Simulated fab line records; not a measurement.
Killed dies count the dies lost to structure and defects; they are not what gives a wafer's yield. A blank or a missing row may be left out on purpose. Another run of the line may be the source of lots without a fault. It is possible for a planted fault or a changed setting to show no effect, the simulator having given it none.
Which tool did it? ; flow sky130 ; 18 wafers from 6 lots sampled at 3 of the route's 708 steps

WHAT THE GAUGES SHOWED, per wafer
SKY_SPACER_THK_MEAS_01.
lot;measured;on;SPACER_CVD_00_THK (nm)
L737;day 23 21:29;filmMetro-04;43.4 43.0 43.1
L741;day 25 05:34;filmMetro-01;43.8 43.5 43.6
L743;day 27 00:35;filmMetro-02;42.5 42.5 42.5
L748;day 28 20:41;filmMetro-04;42.8 43.0 43.2
L755;day 30 02:26;filmMetro-01;42.7 42.6 42.8
L757;day 30 21:39;filmMetro-01;43.3 42.7 43.1

EACH LOT AND THE TOOL THAT RAN IT (in order: tool; ch and the chambers of the sampled wafers; start)
lot;SKY_FIELD_ISO_ETCH_15;SKY_LDD_N_IMPLANT_15
L737;rieDiel-03 ch 0,2,3, day 2 15:30;implanter-02 ch 0, day 18 15:43
L741;rieDiel-03 ch 0,1,2, day 3 11:36;implanter-01 ch 0, day 20 00:27
L743;rieDiel-01 ch 0,1,2, day 3 22:06;implanter-02 ch 0, day 21 19:09
L748;rieDiel-04 ch 1,2,3, day 5 02:42;implanter-03 ch 0, day 23 08:09
L755;rieDiel-03 ch 1,2,3, day 6 15:14;implanter-01 ch 0, day 25 03:37
L757;rieDiel-04 ch 2,3, day 7 02:39;implanter-03 ch 0, day 26 00:08
- SKY_FIELD_ISO_ETCH_15: etches the open film in CHF3/O2, stops on Si, target depth 180 nm, time 72 s.
- SKY_LDD_N_IMPLANT_15

THE ANSWER, worked out from the rows above alone
Rule: the lots themselves supply what counts as usual. The widest of any qualifying gaps counts: lots, ordered by their means at a reading, are off when they make up no more than a third of the lots, leave a main group of 4 or more, and stand apart from it by 3 or more times the standard deviation of that group's means. The tables above print the reading to a certain number of digits; a main group whose means all agree to those digits is not used. A lot without any number at a reading at which 4 lots or more have one is off too. Any other lot the step has rows for is counted as sound.
None of the lots is off at any reading shown; this tells nothing.

WHAT THE SIMULATOR HAD INSERTED
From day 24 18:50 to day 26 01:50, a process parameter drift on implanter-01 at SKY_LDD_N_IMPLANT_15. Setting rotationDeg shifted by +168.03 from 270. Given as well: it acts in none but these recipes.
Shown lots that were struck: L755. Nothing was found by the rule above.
